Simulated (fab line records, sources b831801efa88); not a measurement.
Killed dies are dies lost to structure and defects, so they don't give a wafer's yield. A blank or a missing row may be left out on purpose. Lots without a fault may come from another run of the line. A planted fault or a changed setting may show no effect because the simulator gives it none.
Which tool did it? | flow gf180mcu | 12 lots, 35 wafers sampled, at 6 steps of a route of 602

WHAT THE GAUGES READ, wafer by wafer
GF_PSD_RS_MEAS_14: measures by four-point-probe. Usual: NSD_RS 46.16 ohm/sq, standard deviation 0.097.
lot  | measured     | on            | NSD_RS (ohm/sq)   | flag
L841 | day 14 04:14 | film_metro-04 | 46.13 46.29 46.24 |
L842 | day 14 13:35 | film_metro-01 | 46.24 46.25 46.17 |
L843 | day 14 21:07 | film_metro-01 | 46.15 46.33 46.21 |
L845 | day 15 11:08 | film_metro-04 | 46.00 46.05 46.05 |
L846 | day 15 17:26 | film_metro-02 | 46.19 46.35 46.15 |
L847 | day 16 04:16 | film_metro-01 | 46.04 45.98 46.08 |
L848 | day 16 11:10 | film_metro-04 | 46.39 46.17 46.22 |
L850 | day 17 04:46 | film_metro-01 | 46.16 46.24 46.20 |
L852 | day 17 21:37 | film_metro-04 | 46.14 46.10 46.21 |
L853 | day 18 01:23 | film_metro-04 | 46.12 46.14 46.14 |
L860 | day 20 19:46 | film_metro-02 | 44.66 46.14       | OFF
L863 | day 22 09:19 | film_metro-01 | 46.27 46.23 46.22 |

GF_PSD_RS_MEAS_15: measures by four-point-probe. Usual: PSD_RS 108.6 ohm/sq, standard deviation 0.32.
lot  | measured     | on            | PSD_RS (ohm/sq)   | flag
L841 | day 14 04:22 | film_metro-04 | 108.6 108.7 108.9 |
L842 | day 14 13:42 | film_metro-01 | 108.6 108.3 108.4 |
L843 | day 14 21:14 | film_metro-01 | 108.8 108.8 108.8 |
L845 | day 15 11:15 | film_metro-04 | 108.1 108.6 108.6 |
L846 | day 15 17:33 | film_metro-02 | 109.1 108.8 108.4 |
L847 | day 16 04:23 | film_metro-01 | 108.5 108.5 108.4 |
L848 | day 16 11:17 | film_metro-04 | 109.2 108.5 108.9 |
L850 | day 17 04:53 | film_metro-01 | 108.7 108.9 108.9 |
L852 | day 17 21:44 | film_metro-04 | 108.5 108.7 109.1 |
L853 | day 18 01:30 | film_metro-04 | 109.0 108.6 108.8 |
L860 | day 20 19:53 | film_metro-02 | 105.0 108.7       | OFF
L863 | day 22 09:26 | film_metro-01 | 108.7 108.7 108.9 |

GF_M4_OVL_MEAS_15. Usual: M4_OVL -1 nm, standard deviation 5.8.
lot  | measured     | on         | M4_OVL (nm) | flag
L841 | day 23 05:10 | overlay-01 | -6 0 0      |
L842 | day 23 17:17 | overlay-02 | 16 -5 5     |
L843 | day 24 01:04 | overlay-01 | 0 -8 -3     |
L845 | day 24 14:01 | overlay-02 | 0 -11 -18   |
L846 | day 24 21:22 | overlay-01 | -5 3 -2     |
L847 | day 25 09:03 | overlay-02 | 1 0 0       |
L848 | day 25 15:22 | overlay-01 | 2 0 8       |
L850 | day 26 08:01 | overlay-02 | 3 -6 -3     |
L852 | day 26 23:16 | overlay-02 | 6 6 3       |
L853 | day 27 00:29 | overlay-02 | -12 1 -11   |
L860 | day 29 08:44 | overlay-01 | -4 12       |
L863 | day 30 17:35 | overlay-01 | 1 -7 6      |

GF_TOP_METAL_RS_MEAS_05: measures by four-point-probe. Usual: TOP_METAL_ALCU_RS 0.0328 ohm/sq, standard deviation 0.00057.
lot  | measured     | on            | TOP_METAL_ALCU_RS (ohm/sq) | flag
L841 | day 27 01:30 | film_metro-03 | 0.0332 0.0326 0.0330       |
L842 | day 27 13:23 | film_metro-01 | 0.0326 0.0321 0.0318       |
L843 | day 27 20:25 | film_metro-02 | 0.0330 0.0327 0.0324       |
L845 | day 28 07:33 | film_metro-01 | 0.0317 0.0330 0.0329       |
L846 | day 28 15:04 | film_metro-03 | 0.0331 0.0315 0.0316       |
L847 | day 29 02:09 | film_metro-01 | 0.0331 0.0336 0.0333       |
L848 | day 29 08:28 | film_metro-02 | 0.0331 0.0327 0.0329       |
L850 | day 29 21:44 | film_metro-01 | 0.0319 0.0325 0.0325       |
L852 | day 30 11:02 | film_metro-03 | 0.0328 0.0321 0.0327       |
L853 | day 30 12:21 | film_metro-01 | 0.0332 0.0325 0.0323       |
L860 | day 32 14:47 | film_metro-01 | 0.0320 0.0329              |
L863 | day 33 18:31 | film_metro-02 | 0.0330 0.0326 0.0326       |

WHICH TOOL RAN EACH LOT (tool, then ch and the chambers of the sampled wafers, then the start)
lot  | GF_PSD_RTA_13                    | GF_V4_CMP_04
L841 | rtp_anneal-02 ch 0, day 14 04:09 | cmp-02 ch 0,2,3, day 23 06:11
L842 | rtp_anneal-02 ch 0, day 14 13:29 | cmp-01 ch 0,2,3, day 23 18:20
L843 | rtp_anneal-02 ch 0, day 14 20:57 | cmp-01 ch 1,2,3, day 24 02:14
L845 | rtp_anneal-02 ch 0, day 15 11:03 | cmp-02 ch 2,3, day 24 15:04
L846 | rtp_anneal-02 ch 0, day 15 17:21 | cmp-02 ch 0,1, day 24 22:26
L847 | rtp_anneal-02 ch 0, day 16 04:10 | cmp-02 ch 0,1,3, day 25 10:00
L848 | rtp_anneal-02 ch 0, day 16 11:05 | cmp-01 ch 1,2, day 25 16:19
L850 | rtp_anneal-02 ch 0, day 17 04:40 | cmp-01 ch 0,2,3, day 26 09:06
L852 | rtp_anneal-02 ch 0, day 17 21:32 | cmp-01 ch 1,2,3, day 27 00:14
L853 | rtp_anneal-01 ch 0, day 18 01:17 | cmp-01 ch 1,2, day 27 01:53
L860 | rtp_anneal-02 ch 0, day 20 19:40 | cmp-02 ch 1,2, day 29 09:43
L863 | rtp_anneal-01 ch 0, day 22 09:13 | cmp-02 ch 0,1,2, day 30 19:17
- GF_PSD_RTA_13: time 20 s.
- GF_V4_CMP_04: polishes SiO2.

WHAT THE TOOLS THEMSELVES READ (means of the sampled wafers that have a number; where no wafer has one, the mark that the record gives instead)
GF_PSD_RTA_13. Usual: chamber_o2_ppm 2.002, standard deviation 0.019; lamp_power_pct 30.3 %, standard deviation 0.62; run_length_s 48.5 s, standard deviation 0.46; wafer_temp_C_max 1032.7, standard deviation 2.5.
lot  | tool          | chamber_o2_ppm | lamp_power_pct (%) | run_length_s (s) | wafer_temp_C_max | flag
L841 | rtp_anneal-02 | 1.998          | 30.0               | 48.5             | 1033.7           |
L842 | rtp_anneal-02 | 2.029          | 30.0               | 48.4             | 1033.8           |
L843 | rtp_anneal-02 | 2.005          | 30.0               | 48.4             | 1032.9           |
L845 | rtp_anneal-02 | 1.981          | 30.0               | 48.2             | 1034.4           |
L846 | rtp_anneal-02 | 2.003          | 30.0               | 48.5             | 1034.0           |
L847 | rtp_anneal-02 | 1.987          | 30.0               | 48.4             | 1034.6           |
L848 | rtp_anneal-02 | 1.998          | 30.0               | 48.4             | 1034.0           |
L850 | rtp_anneal-02 | 2.002          | 30.0               | 48.4             | 1034.0           |
L852 | rtp_anneal-02 | 1.995          | 30.0               | 48.4             | 1033.2           |
L853 | rtp_anneal-01 | 2.012          | 31.5               | 48.8             | 1028.7           |
L860 | rtp_anneal-02 | 2.004          | 30.0               | 51.8             | 1032.5           | OFF
L863 | rtp_anneal-01 | 2.002          | 31.5               | 48.6             | 1029.0           |

GF_V4_CMP_04. Usual: edge_zone_pressure_frac 1.000, standard deviation 0.0048; motor_current_A 11.7 A, standard deviation 0.69; time_to_endpoint_s 82 s, standard deviation 7.7.
lot  | tool   | edge_zone_pressure_frac | motor_current_A (A) | time_to_endpoint_s (s) | flag
L841 | cmp-02 | 0.998                   | 11.6                | 75                     |
L842 | cmp-01 | 1.002                   | 11.6                | 79                     |
L843 | cmp-01 | 1.001                   | 11.8                | 76                     |
L845 | cmp-02 | 1.001                   | 11.1                | 89                     |
L846 | cmp-02 | 1.003                   | 12.5                | 80                     |
L847 | cmp-02 | 1.000                   | 12.0                | 90                     |
L848 | cmp-01 | 0.997                   | 11.7                | 72                     |
L850 | cmp-01 | 1.000                   | 11.7                | 76                     |
L852 | cmp-01 | 1.003                   | 11.3                | 75                     |
L853 | cmp-01 | 1.005                   | 11.6                | 71                     |
L860 | cmp-02 | 1.005                   | 11.3                | 96                     |
L863 | cmp-02 | 0.995                   | 11.2                | 87                     |

THE ANSWER, worked out from the rows above alone
Rule: a lot is off if the mean of its wafers that have a number lies more than 3 standard deviations from the usual mean. A lot without any number at a reading at which 4 lots or more have one is off too. The other lots that the step has rows for count as sound. The gauges are gone through in route order, then the tools' own readings, and for those a lot's mean is taken as printed above. The first step at which some lot is off is used, and at that step the reading that is off furthest; a lot without a number counts as furthest.
Off: L860, at GF_PSD_RS_MEAS_14 (NSD_RS).
A tool fits if, at a process step before that reading, it ran every lot that is off, and no sound lot after the first of them. The gauges at GF_PSD_RS_MEAS_14 aren't tried: what is off there is off at GF_PSD_RTA_13 too, on other tools, and a gauge's error can't cause that. One fits: rtp_anneal-02 at GF_PSD_RTA_13. Its last sound lot is L852 (day 17 21:32), its first lot that is off L860 (day 20 19:40): a fault that began between those two fits.
The tool's own readings at GF_PSD_RTA_13 bear it out: on the lots that are off they differ by more than 5 times the standard deviation of the sound lots' means. run_length_s reads 51.8 s there against 48.5 s on the sound lots.

WHAT THE SIMULATOR HAD PUT IN
Process parameter drift: rtp_anneal-02, from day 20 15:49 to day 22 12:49, at GF_PSD_RTA_13. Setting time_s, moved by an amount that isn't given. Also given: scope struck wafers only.
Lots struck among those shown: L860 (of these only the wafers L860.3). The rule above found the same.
